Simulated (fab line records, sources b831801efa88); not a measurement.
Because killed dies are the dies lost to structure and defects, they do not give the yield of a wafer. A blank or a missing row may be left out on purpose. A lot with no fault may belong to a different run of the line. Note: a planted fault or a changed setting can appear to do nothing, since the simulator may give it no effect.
fab line records	flow sky130
record: lots: 11	wafers: 32	last_day: 50
route steps=708 shown VIA1@471 VIA2@521 CAPM@537 PAD_OPEN@708
lots with no fault: from the same line, run without faults
start_h: the number of hours between the record's first day and the start of the first shown wafer of the lot	wait_h: hours since the lot's step before	" repeats the value in the row above	L1.1+2: a row that stands for several wafers	- no value, or no start given	* or withheld: withheld	< > ~ a bound
route shown NAME@n: a module of which the file shows steps, and the number in the route of the first	usual: average and standard deviation across the fault-free wafers	same: alike in all rows	chamber/n: place in a boat	sites: the reading at each site	_std_site: their standard deviation	_edge_site: the outer-site mean with the inner-site mean subtracted	radius_mm: how far each site lies from the wafer's centre	mask NAME#n: copy n	behind: tool/chamber where the wafer was last shaped	hold: the reason the lot was held/the length of the hold in hours/how it ended	device: the n, p or np transistor that did not switch	end of line: the same wafers' tests at the end of the route	step lacking rows: just its recipe	killed: the dies lost at the first sort to structure and to defects; this is not the yield of the wafer	map: shows each die of a wafer: x if killed, . if not, _ if none is there
set.NAME: the run value of the setting; set.NAME@STEP: its run value at that earlier step	model.NAME: the simulator's own value behind a step, which no gauge read
steps of the route over a sample of lots; a table a step, a row a wafer
services: when a tool's chamber went out of use (start_h, in hours from the record's first day, below 0 if earlier), for how many hours, and the reason
== steps ==
step: SKY_VIA1_OVL_MEAS_13
usual: VIA1_OVL: 0/5.7
lot.wafer	tool	chamber	start_h	wait_h	VIA1_OVL[nm]
L290.1	overlay-02	-	789.04	0.1	-5
L290.2	"	-	"	"	-3
L290.3	"	-	"	"	-8
L292.1	overlay-02	-	814.12	0.1	1
L292.2	"	-	"	"	-3
L292.6	"	-	"	"	-1
L293.2	overlay-01	-	817.50	0.1	1
L293.4	"	-	"	"	1
L293.6	"	-	"	"	-4
L294.3	overlay-01	-	848.55	0.1	-3
L294.4	"	-	"	"	-6
L294.6	"	-	"	"	-10
L297.1	overlay-01	-	851.61	0.1	4
L297.4	"	-	"	"	-4
L297.5	"	-	"	"	4
L302.1	overlay-01	-	881.23	0.1	-3
L302.4	"	-	"	"	3
L302.6	"	-	"	"	-2
L305.5	overlay-02	-	900.07	0.0	-14
L305.6	"	-	"	"	-6
L306.1	overlay-02	-	912.56	0.1	-4
L306.5	"	-	"	"	3
L306.6	"	-	"	"	-7
L309.3	overlay-01	-	931.53	0.1	12
L309.4	"	-	"	"	6
L309.6	"	-	"	"	6
L311.1	overlay-02	-	939.07	0.1	10
L311.5	"	-	"	"	10
L311.6	"	-	"	"	7
L313.1	overlay-01	-	954.59	0.1	5
L313.4	"	-	"	"	3
L313.5	"	-	"	"	-2
step: SKY_VIA1_ETCH_15
recipe: target: SiO2	chemistry: C4F8/O2/Ar	target_depth_nm: 351	stop_on: TiN	mask_material: KrF-thick	source_w: 1500	bias_w: 1200	pressure_mtorr: 40	c4f8_flow_sccm: withheld	O2_flow_sccm: 6	Ar_flow_sccm: 300	time_s: 54
usual: oes_product_au: 0.981/0.0057
lot.wafer	tool	chamber	start_h	wait_h	oes_product_au	rf_hours_counter_h
L290.1	rie_diel-02	2	789.12	0.0	0.984	8
L290.2	"	3	"	"	0.982	5
L290.3	"	1	"	"	0.976	6
L292.1	rie_diel-01	1	814.20	0.0	0.985	9
L292.2	"	2	"	"	0.973	6
L292.6	"	2	"	"	0.981	-
L293.2	rie_diel-02	1	817.57	0.0	0.971	7
L293.4	"	2	"	"	0.976	9
L293.6	"	1	"	"	0.979	-
L294.3	rie_diel-01	3	848.62	0.0	0.984	22
L294.4	"	0	"	"	0.983	4
L294.6	"	1	"	"	0.984	-
L297.1	rie_diel-02	0	851.69	0.0	0.978	22
L297.4	"	2	"	"	0.972	10
L297.5	"	0	"	"	0.975	-
L302.1	rie_diel-02	3	881.30	0.0	0.986	8
L302.4	"	2	"	"	0.994	11
L302.6	"	3	"	"	0.988	-
L305.5	rie_diel-01	0	900.14	0.0	0.983	-
L305.6	"	1	"	"	0.985	-
L306.1	rie_diel-01	2	912.64	0.0	0.976	8
L306.5	"	0	"	"	0.977	-
L306.6	"	3	"	"	0.983	-
L309.3	rie_diel-01	2	931.60	0.0	0.979	9
L309.4	"	1	"	"	0.985	12
L309.6	"	2	"	"	0.982	-
L311.1	rie_diel-03	2	939.15	0.0	0.990	2
L311.5	"	2	"	"	0.989	-
L311.6	"	1	"	"	0.981	-
L313.1	rie_diel-03	3	954.67	0.0	0.991	17
L313.4	"	0	"	"	0.984	15
L313.5	"	0	"	"	0.984	-
step: SKY_VIA2_ETCH_14
recipe: chemistry: N2/H2	target: BARC	ion_energy_ev: 200	source_w: 500	bias_w: 100	pressure_mtorr: 30	n2_flow_sccm: 100	h2_flow_sccm: 200	stop_on: SiO2	time_s: 45.9	target_depth_a: 600
usual: drypump_motor_current_A: 5.8/0.32	oes_product_au: 0.854/0.0049	throttle_valve_pct: 13.225/0.0085
lot.wafer	tool	chamber	start_h	wait_h	drypump_motor_current_A	oes_product_au	rf_hours_counter_h	throttle_valve_pct
L290.1	rie_diel-04	2	845.60	0.0	6.0	0.859	12	13.228
L290.2	"	3	"	"	5.7	0.851	12	13.227
L290.3	"	0	"	"	6.3	0.860	2	13.221
L292.1	rie_diel-04	0	870.68	0.0	6.3	0.860	2	13.222
L292.2	"	2	"	"	6.0	0.858	12	13.225
L292.6	"	1	"	"	6.2	0.851	-	13.221
L293.2	rie_diel-02	0	873.30	0.0	6.0	0.858	23	13.212
L293.4	"	3	"	"	5.5	0.860	8	13.241
L293.6	"	1	"	"	5.4	0.850	-	13.215
L294.3	rie_diel-01	3	902.65	0.0	6.0	0.852	0	13.234
L294.4	"	0	"	"	5.7	0.852	5	13.239
L294.6	"	1	"	"	5.4	0.853	-	13.225
L297.1	rie_diel-02	3	904.80	0.0	5.5	0.843	9	13.223
L297.4	"	2	"	"	5.1	0.855	12	13.226
L297.5	"	3	"	"	5.5	0.850	-	13.233
L302.1	rie_diel-02	3	933.58	0.0	5.5	0.851	10	13.215
L302.4	"	2	"	"	5.1	0.847	13	13.242
L302.6	"	3	"	"	5.5	0.858	-	13.226
L305.5	rie_diel-04	3	953.03	0.0	5.7	0.854	-	13.236
L305.6	"	2	"	"	6.0	0.859	-	13.221
L306.1	rie_diel-01	2	963.21	0.0	5.7	0.858	10	13.217
L306.5	"	2	"	"	5.7	0.854	-	13.233
L306.6	"	1	"	"	5.4	0.851	-	13.224
L309.3	rie_diel-02	3	983.31	0.0	5.5	0.858	11	13.234
L309.4	"	0	"	"	5.9	0.851	26	13.229
L309.6	"	3	"	"	5.5	0.838	-	13.211
L311.1	rie_diel-04	2	989.31	0.0	6.0	0.853	16	13.230
L311.5	"	2	"	"	6.0	0.861	-	13.227
L311.6	"	1	"	"	6.2	0.849	-	13.236
L313.1	rie_diel-04	0	1004.38	0.0	6.3	0.861	7	13.238
L313.4	"	2	"	"	6.0	0.858	16	13.227
L313.5	"	1	"	"	6.2	0.859	-	13.239
step: SKY_CAPM_CVD_00
recipe: material: SiO2	target_thk_nm: 15.5	temp_c: 400	time_s: withheld	rf_w: 450
usual: heater_power_outer_w: 421/59	heater_power_w: 710/78
lot.wafer	tool	chamber	start_h	wait_h	heater_power_outer_w	heater_power_w
L290.1	pecvd-03	2	847.12	0.0	482	807
L290.2	"	1	"	"	418	729
L290.3	"	0	"	"	432	742
L292.1	pecvd-03	1	872.21	0.0	342	634
L292.2	"	2	"	"	437	749
L292.6	"	2	"	"	451	746
L293.2	pecvd-04	0	874.82	0.0	421	745
L293.4	"	2	"	"	553	873
L293.6	"	1	"	"	383	705
L294.3	pecvd-04	0	904.28	0.0	422	765
L294.4	"	2	"	"	451	732
L294.6	"	0	"	"	426	773
L297.1	pecvd-02	2	906.75	0.0	439	708
L297.4	"	1	"	"	427	677
L297.5	"	2	"	"	446	693
L302.1	pecvd-02	0	935.15	0.0	344	606
L302.4	"	2	"	"	421	677
L302.6	"	1	"	"	430	696
L305.5	pecvd-02	2	954.55	0.0	372	612
L305.6	"	0	"	"	382	644
L306.1	pecvd-04	1	964.73	0.0	354	664
L306.5	"	2	"	"	511	834
L306.6	"	0	"	"	433	781
L309.3	pecvd-03	0	984.87	0.0	392	656
L309.4	"	1	"	"	425	741
L309.6	"	2	"	"	422	714
L311.1	pecvd-03	0	990.83	0.0	424	686
L311.5	"	1	"	"	381	695
L311.6	"	0	"	"	403	704
L313.1	pecvd-03	2	1005.91	0.0	542	875
L313.4	"	0	"	"	358	642
L313.5	"	0	"	"	378	631
step: SKY_CAPM_THK_MEAS_01
recipe: reads: SiO2_of_CAPM_CVD_00
usual: CAPM_CVD_00_THK: 15.47/0.24
lot.wafer	tool	chamber	start_h	wait_h	hold	CAPM_CVD_00_THK[nm]
L290.1	film_metro-03	-	847.14	-	-	15.47
L290.2	"	-	"	"	-	15.40
L290.3	"	-	"	"	-	15.46
L292.1	film_metro-02	-	872.23	-	-	14.95
L292.2	"	-	"	"	-	15.30
L292.6	"	-	"	"	-	15.62
L293.2	film_metro-04	-	874.85	-	-	15.29
L293.4	"	-	"	"	-	15.53
L293.6	"	-	"	"	-	15.30
L294.3	film_metro-02	-	904.32	-	-	15.54
L294.4	"	-	"	"	-	15.54
L294.6	"	-	"	"	-	15.76
L297.1	film_metro-02	-	906.77	-	-	15.23
L297.4	"	-	"	"	-	15.54
L297.5	"	-	"	"	-	15.31
L302.1	film_metro-02	-	935.17	-	await_dispo/0.2h/release	15.19
L302.4	"	-	"	"	await_dispo/0.2h/release	15.21
L302.6	"	-	"	"	await_dispo/0.2h/release	14.63
L302.1	film_metro-02	-	935.40	0.2	-	15.18
L302.4	"	-	"	"	-	15.24
L302.6	"	-	"	"	-	14.54
L305.5	film_metro-04	-	954.60	-	await_dispo/0.2h/release	15.63
L305.6	"	-	"	"	await_dispo/0.2h/release	14.67
L305.5	film_metro-04	-	954.89	0.3	-	15.58
L305.6	"	-	"	"	-	14.72
L306.1	film_metro-02	-	964.75	-	-	15.30
L306.5	"	-	"	"	-	15.60
L306.6	"	-	"	"	-	15.44
L309.3	film_metro-02	-	984.91	-	-	14.97
L309.4	"	-	"	"	-	14.96
L309.6	"	-	"	"	-	15.33
L311.1	film_metro-03	-	990.85	-	-	15.39
L311.5	"	-	"	"	-	15.61
L311.6	"	-	"	"	-	15.57
L313.1	film_metro-02	-	1005.94	-	-	14.87
L313.4	"	-	"	"	-	15.31
L313.5	"	-	"	"	-	15.33
step: SKY_PAD_OPEN_PROBE_99
usual: defect_limited_yield: 82.2/1.9	killed_at_M0_to_M3: 43/6.5	killed_at_M4_up: 3.5/1.9	killed_at_contacts: 24/5.4	killed_at_front_end: 16/4.8	killed_at_other: 0.4/0.64	killed_dies: 87/9.4	killed_open: 47/7	killed_short: 40/6.3	sort_bin_3_pad_short: 0.9/0.4	sort_bin_5_function: 10.5/1.4	sort_bin_6_memory: 6.3/1.1	sort_n_pass: 405/9.4	sort_yield_pct: 82.2/1.9
same: gross_dies: 492	killed_at_back_side: 0	sort_bin_4_leakage[%]: 0	sort_bin_8_speed[%]: 0
lot.wafer	tool	chamber	start_h	wait_h	hold	defect_limited_yield[%]	killed_at_M0_to_M3	killed_at_M4_up	killed_at_contacts	killed_at_front_end	killed_at_other	killed_dies	killed_open	killed_short	sort_bin_3_pad_short[%]	sort_bin_5_function[%]	sort_bin_6_memory[%]	sort_n_pass	sort_yield_pct[%]
L290.1	prober-02	-	1072.59	0.1	-	80.1	40	6	28	24	0	98	55	43	0.6	11.2	8.1	394	80.1
L290.2	prober-02	-	1072.64	0.1	-	79.5	55	3	25	18	0	101	58	43	1.0	11.0	8.5	391	79.5
L290.3	prober-02	-	1072.69	0.2	-	79.7	45	4	26	25	0	100	54	46	0.8	14.0	5.5	392	79.7
L292.1	prober-01	-	1093.27	0.1	-	79.1	55	2	25	21	0	103	45	58	0.8	13.8	6.3	389	79.1
L292.2	prober-01	-	1093.32	0.1	-	82.7	44	3	22	16	0	85	45	40	1.0	9.8	6.5	407	82.7
L292.6	prober-01	-	1093.52	0.2	-	82.1	51	5	23	9	0	88	45	43	0.6	11.6	5.7	404	82.1
L293.2	prober-02	-	1094.92	0.1	-	80.3	45	1	28	22	1	97	52	45	1.0	12.0	6.7	395	80.3
L293.4	prober-02	-	1095.02	0.2	-	80.1	42	1	31	24	0	98	54	43	1.6	11.4	6.9	394	80.1
L293.6	prober-02	-	1095.12	0.2	-	82.3	41	0	25	21	0	87	45	42	1.6	10.6	5.5	405	82.3
L294.3	prober-01	-	1118.95	0.2	-	84.3	36	2	27	12	0	77	48	29	0.6	10.2	4.9	415	84.3
L294.4	prober-01	-	1119.00	0.2	-	83.1	41	4	22	16	0	83	46	37	0.6	9.8	6.5	409	83.1
L294.6	prober-01	-	1119.10	0.2	-	82.3	31	4	28	22	2	87	42	44	1.0	10.8	5.9	405	82.3
L297.1	prober-02	-	1121.41	0.1	-	80.9	40	9	26	18	1	94	53	41	0.4	10.8	7.9	398	80.9
L297.4	prober-02	-	1121.56	0.2	-	84.6	43	0	14	18	1	76	39	37	1.4	8.9	5.1	416	84.6
L297.5	prober-02	-	1121.61	0.2	-	84.3	42	4	12	16	3	77	41	36	0.6	8.7	6.3	415	84.3
L302.1	prober-02	-	1144.61	0.1	-	85.0	38	4	20	11	1	74	44	29	0.6	8.3	6.1	418	85.0
L302.4	prober-02	-	1144.76	0.2	-	87.6	35	0	17	8	1	61	33	27	0.8	7.7	3.9	431	87.6
L302.6	prober-02	-	1144.86	0.2	-	84.8	43	6	18	8	0	75	45	30	0.4	9.3	5.5	417	84.8
L305.5	prober-01	-	1157.51	0.2	await_dispo/5.8h/release	82.3	39	7	25	16	0	87	46	41	0.8	10.6	6.3	405	82.3
L305.6	prober-01	-	1157.56	0.2	await_dispo/5.8h/release	82.5	42	5	18	19	2	86	32	54	0.8	10.8	5.9	406	82.5
L306.1	prober-02	-	1165.10	0.1	-	78.7	47	6	31	21	0	105	62	43	0.6	12.8	7.9	387	78.7
L306.5	prober-02	-	1165.30	0.2	-	83.9	37	5	22	15	0	79	45	34	0.6	10.0	5.5	413	83.9
L306.6	prober-02	-	1165.35	0.2	-	83.3	41	3	22	16	0	82	53	29	0.4	10.4	5.9	410	83.3
L309.3	prober-01	-	1179.64	0.2	-	79.5	55	2	27	17	0	101	60	41	1.4	12.0	7.1	391	79.5
L309.4	prober-01	-	1179.69	0.2	-	83.9	34	4	26	15	0	79	46	31	0.4	8.3	7.3	413	83.9
L309.6	prober-01	-	1179.79	0.2	-	81.7	51	4	26	9	0	90	56	34	1.0	10.2	7.1	402	81.7
L311.1	prober-01	-	1184.38	0.1	-	83.7	37	4	23	15	1	80	41	39	1.6	8.5	6.1	412	83.7
L311.5	prober-01	-	1184.58	0.2	-	82.1	46	3	22	16	1	88	43	43	0.8	11.6	5.5	404	82.1
L311.6	prober-01	-	1184.63	0.2	-	83.7	26	4	30	20	0	80	44	36	1.0	9.8	5.5	412	83.7
L313.1	prober-01	-	1194.79	0.1	-	85.0	41	2	14	16	1	74	37	36	0.6	8.3	6.1	418	85.0
L313.4	prober-01	-	1194.94	0.2	-	82.1	34	5	29	20	0	88	45	42	0.8	10.6	6.5	404	82.1
L313.5	prober-01	-	1194.99	0.2	-	83.1	40	5	21	17	0	83	43	40	1.4	8.5	6.9	409	83.1
killed by level:class
L290.1 CONTACT:geometric_particle:open=9 VIA1:geometric_particle:open=9 FIELD_ISO:geometric_particle:open=8 LI_CONTACT:geometric_particle:open=8 CONTACT:geometric_particle:short=5 METAL2:geometric_particle:short=5 LI_CONTACT:geometric_particle:short=4 METAL1:geometric_particle:open=4
L290.2 VIA1:geometric_particle:open=15 FIELD_ISO:geometric_particle:short=8 CONTACT:geometric_particle:short=8 VIA2:geometric_particle:open=8 CONTACT:geometric_particle:open=7 LI_CONTACT:geometric_particle:open=7 FIELD_ISO:geometric_particle:open=5 METAL2:geometric_particle:short=5
L290.3 CONTACT:geometric_particle:open=9 VIA1:geometric_particle:open=9 VIA1:geometric_particle:short=8 VIA2:geometric_particle:open=8 FIELD_ISO:geometric_particle:open=7 FIELD_ISO:geometric_particle:short=6 LI_CONTACT:geometric_particle:open=6 METAL1:geometric_particle:short=6
L292.1 VIA1:geometric_particle:short=11 VIA1:geometric_particle:open=10 CONTACT:geometric_particle:open=9 POLY_GATE:geometric_particle:short=8 VIA2:geometric_particle:open=6 METAL3:geometric_particle:short=6 CONTACT:geometric_particle:short=6 VIA3:geometric_particle:open=6
L292.2 CONTACT:geometric_particle:open=8 METAL1:geometric_particle:short=8 VIA1:geometric_particle:open=8 VIA3:geometric_particle:open=7 CONTACT:geometric_particle:short=5 LI_CONTACT:geometric_particle:open=4 LOCAL_INTERCONNECT:geometric_particle:short=4 VIA1:geometric_particle:short=4
L292.6 VIA1:geometric_particle:open=12 CONTACT:geometric_particle:open=9 METAL1:geometric_particle:short=7 VIA2:geometric_particle:open=7 CONTACT:geometric_particle:short=6 VIA3:geometric_particle:open=6 VIA1:geometric_particle:short=5 FIELD_ISO:geometric_particle:short=4
L293.2 VIA3:geometric_particle:open=11 LI_CONTACT:geometric_particle:open=8 VIA1:geometric_particle:open=8 CONTACT:geometric_particle:open=7 METAL1:geometric_particle:short=7 FIELD_ISO:geometric_particle:open=6 CONTACT:geometric_particle:short=6 LOCAL_INTERCONNECT:geometric_particle:short=5
L293.4 LI_CONTACT:geometric_particle:open=12 CONTACT:geometric_particle:open=12 METAL2:geometric_particle:short=9 POLY_GATE:geometric_particle:short=8 VIA2:geometric_particle:short=7 VIA2:geometric_particle:open=6 FIELD_ISO:geometric_particle:open=5 VIA1:geometric_particle:open=5
L293.6 LI_CONTACT:geometric_particle:open=9 CONTACT:geometric_particle:short=8 POLY_GATE:geometric_particle:short=6 METAL2:geometric_particle:short=6 VIA2:geometric_particle:open=6 FIELD_ISO:geometric_particle:short=5 POLY_GATE:geometric_particle:open=5 VIA1:geometric_particle:open=5
L294.3 CONTACT:geometric_particle:open=13 VIA3:geometric_particle:open=10 VIA1:geometric_particle:open=9 LOCAL_INTERCONNECT:geometric_particle:short=7 LI_CONTACT:geometric_particle:open=4 METAL1:geometric_particle:short=4 METAL3:geometric_particle:short=4 SONOS_ONO:geometric_particle:open=3
L294.4 CONTACT:geometric_particle:open=10 VIA2:geometric_particle:open=8 METAL2:geometric_particle:short=7 VIA3:geometric_particle:open=7 POLY_GATE:geometric_particle:open=4 LOCAL_INTERCONNECT:geometric_particle:short=4 VIA1:geometric_particle:short=4 VIA1:geometric_particle:open=4
L294.6 CONTACT:geometric_particle:open=11 FIELD_ISO:geometric_particle:short=6 LI_CONTACT:geometric_particle:open=6 FIELD_ISO:geometric_particle:open=5 CONTACT:geometric_particle:short=5 METAL2:geometric_particle:short=5 VIA2:geometric_particle:open=5 METAL3:geometric_particle:short=5
L297.1 LI_CONTACT:geometric_particle:open=11 VIA1:geometric_particle:open=11 VIA2:geometric_particle:open=9 METAL4:geometric_particle:short=6 POLY_GATE:geometric_particle:short=5 FIELD_ISO:geometric_particle:open=4 LI_CONTACT:geometric_particle:short=4 LOCAL_INTERCONNECT:geometric_particle:short=4
L297.4 VIA1:geometric_particle:open=11 VIA2:geometric_particle:open=9 METAL2:geometric_particle:short=8 FIELD_ISO:geometric_particle:short=5 LI_CONTACT:geometric_particle:open=5 FIELD_ISO:geometric_particle:open=4 LI_CONTACT:geometric_particle:short=4 METAL1:geometric_particle:short=4
L297.5 VIA1:geometric_particle:open=16 FIELD_ISO:geometric_particle:short=6 VIA1:geometric_particle:short=6 FIELD_ISO:geometric_particle:open=5 POLY_GATE:geometric_particle:short=3 LI_CONTACT:geometric_particle:open=3 LOCAL_INTERCONNECT:geometric_particle:short=3 CONTACT:geometric_particle:open=3
L302.1 VIA1:geometric_particle:open=13 CONTACT:geometric_particle:open=9 VIA3:geometric_particle:open=6 METAL1:geometric_particle:short=5 CONTACT:geometric_particle:short=5 POLY_GATE:geometric_particle:open=4 POLY_GATE:geometric_particle:short=4 LI_CONTACT:geometric_particle:open=4
L302.4 CONTACT:geometric_particle:open=7 VIA3:geometric_particle:open=7 LI_CONTACT:geometric_particle:open=5 VIA1:geometric_particle:open=5 VIA2:geometric_particle:open=5 METAL3:geometric_particle:short=4 METAL2:geometric_particle:short=4 FIELD_ISO:geometric_particle:short=3
L302.6 LI_CONTACT:geometric_particle:open=10 VIA1:geometric_particle:open=10 VIA2:geometric_particle:open=6 METAL3:geometric_particle:short=5 VIA3:geometric_particle:open=5 POLY_GATE:geometric_particle:short=3 CONTACT:geometric_particle:open=3 METAL1:geometric_particle:short=3
L305.5 VIA1:geometric_particle:open=10 LI_CONTACT:geometric_particle:open=9 CONTACT:geometric_particle:open=8 METAL4:geometric_particle:short=6 LOCAL_INTERCONNECT:geometric_particle:short=5 VIA3:geometric_particle:open=5 FIELD_ISO:geometric_particle:open=4 VIA2:geometric_particle:open=4
L305.6 METAL2:geometric_particle:short=8 FIELD_ISO:geometric_particle:short=6 METAL1:geometric_particle:short=6 VIA1:geometric_particle:short=6 CONTACT:geometric_particle:open=5 LOCAL_INTERCONNECT:geometric_particle:short=5 VIA1:geometric_particle:open=5 METAL4:geometric_particle:short=5
L306.1 VIA1:geometric_particle:open=14 CONTACT:geometric_particle:open=11 LI_CONTACT:geometric_particle:open=9 FIELD_ISO:geometric_particle:open=7 VIA3:geometric_particle:open=7 FIELD_ISO:geometric_particle:short=6 CONTACT:geometric_particle:short=6 VIA1:geometric_particle:short=5
L306.5 CONTACT:geometric_particle:open=8 VIA1:geometric_particle:open=8 VIA2:geometric_particle:open=6 VIA3:geometric_particle:open=6 POLY_GATE:geometric_particle:open=5 CONTACT:geometric_particle:short=5 VIA2:geometric_particle:short=4 METAL4:geometric_particle:short=4
L306.6 VIA1:geometric_particle:open=15 LI_CONTACT:geometric_particle:open=10 VIA3:geometric_particle:open=8 POLY_GATE:geometric_particle:open=6 CONTACT:geometric_particle:open=6 METAL2:geometric_particle:short=4 VIA1:geometric_particle:short=4 VIA3:geometric_particle:short=4
L309.3 VIA1:geometric_particle:open=19 VIA3:geometric_particle:open=10 LI_CONTACT:geometric_particle:open=9 VIA3:geometric_particle:short=8 FIELD_ISO:geometric_particle:open=6 CONTACT:geometric_particle:open=6 METAL2:geometric_particle:short=6 POLY_GATE:geometric_particle:short=4
L309.4 VIA1:geometric_particle:open=12 LI_CONTACT:geometric_particle:open=6 VIA3:geometric_particle:open=6 LI_CONTACT:geometric_particle:short=5 LOCAL_INTERCONNECT:geometric_particle:short=5 CONTACT:geometric_particle:short=5 VIA2:geometric_particle:open=5 POLY_GATE:geometric_particle:short=4
L309.6 VIA1:geometric_particle:open=11 VIA2:geometric_particle:open=10 LI_CONTACT:geometric_particle:open=8 CONTACT:geometric_particle:open=8 VIA3:geometric_particle:open=8 METAL1:geometric_particle:short=7 METAL2:geometric_particle:short=5 FIELD_ISO:geometric_particle:open=4
L311.1 CONTACT:geometric_particle:open=8 VIA1:geometric_particle:open=6 VIA2:geometric_particle:open=6 VIA3:geometric_particle:open=6 LI_CONTACT:geometric_particle:short=5 LI_CONTACT:geometric_particle:open=5 VIA3:geometric_particle:short=5 POLY_GATE:geometric_particle:open=4
L311.5 VIA1:geometric_particle:open=13 METAL1:geometric_particle:short=8 VIA3:geometric_particle:open=8 FIELD_ISO:geometric_particle:short=6 LI_CONTACT:geometric_particle:open=6 CONTACT:geometric_particle:open=6 METAL3:geometric_particle:short=5 FIELD_ISO:geometric_particle:open=4
L311.6 LOCAL_INTERCONNECT:geometric_particle:short=10 CONTACT:geometric_particle:open=10 VIA1:geometric_particle:open=8 LI_CONTACT:geometric_particle:open=7 VIA2:geometric_particle:open=6 FIELD_ISO:geometric_particle:short=5 FIELD_ISO:geometric_particle:open=5 POLY_GATE:geometric_particle:short=5
L313.1 METAL1:geometric_particle:short=7 METAL2:geometric_particle:short=6 FIELD_ISO:geometric_particle:open=5 VIA3:geometric_particle:open=5 METAL2:geometric_particle:open=5 FIELD_ISO:geometric_particle:short=4 LI_CONTACT:geometric_particle:open=4 CONTACT:geometric_particle:open=4
L313.4 LI_CONTACT:geometric_particle:open=8 CONTACT:geometric_particle:open=8 POLY_GATE:geometric_particle:open=6 VIA2:geometric_particle:open=6 POLY_GATE:geometric_particle:short=5 METAL2:geometric_particle:short=5 FIELD_ISO:geometric_particle:short=4 CONTACT:geometric_particle:short=4
L313.5 CONTACT:geometric_particle:open=9 VIA1:geometric_particle:open=7 VIA3:geometric_particle:open=6 METAL1:geometric_particle:short=6 POLY_GATE:geometric_particle:short=5 LI_CONTACT:geometric_particle:open=5 VIA2:geometric_particle:short=5 FIELD_ISO:geometric_particle:short=4
== services ==
tool	chamber	start_h	hours	kind
rie_diel-03	-	771.29	2.8	pm
rie_diel-03	0	790.85	2.9	repair
pecvd-03	0	811.63	5.9	repair
rie_diel-01	3	814.68	4.2	repair
rie_diel-01	-	835.89	0.3	repair
rie_diel-03	1	836.31	4.3	repair
pecvd-02	1	859.75	12.0	repair
rie_diel-01	3	860.37	-	clean
rie_diel-01	3	860.37	26.5	scheduled_down
rie_diel-01	3	860.37	26.5	vent_cycle
pecvd-03	-	863.89	5.5	pm
pecvd-02	2	877.84	10.3	repair
pecvd-04	-	880.88	6.0	pm
rie_diel-02	1	887.22	10.5	repair
rie_diel-02	3	911.97	2.5	repair
pecvd-03	2	913.41	13.2	repair
rie_diel-04	1	916.97	7.2	repair
rie_diel-02	-	930.16	0.3	repair
pecvd-03	0	944.35	4.4	repair
pecvd-02	1	958.06	5.9	repair
rie_diel-01	-	961.77	0.5	repair
rie_diel-03	-	995.79	3.9	repair
pecvd-03	1	999.38	-	clean
pecvd-03	1	999.38	-	consumable_replace:showerhead
== key ==
first_sign: step: SKY_CAPM_THK_MEAS_01	reading: visit	direction: added
effect: step: SKY_CAPM_THK_MEAS_01	reading: CAPM_CVD_00_THK	direction: down	sigmas: 3.4	usual: 15.47	struck: 14.65
met_at SKY_CAPM_CVD_00
struck_lots L302,L305
struck_wafers L302.6,L305.6
not_acting_at SKY_VIA1_OVL_MEAS_13,SKY_VIA1_ETCH_15,SKY_VIA2_ETCH_14
onset_between 906.75 935.15
fault: kind: process_parameter_drift	tool: pecvd-02	chamber: -	onset_h: 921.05	steps: SKY_CAPM_CVD_00	channel: time_s	offset: withheld	shape: step	end_h: 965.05	scope: struck_wafers_only	acts_in: *
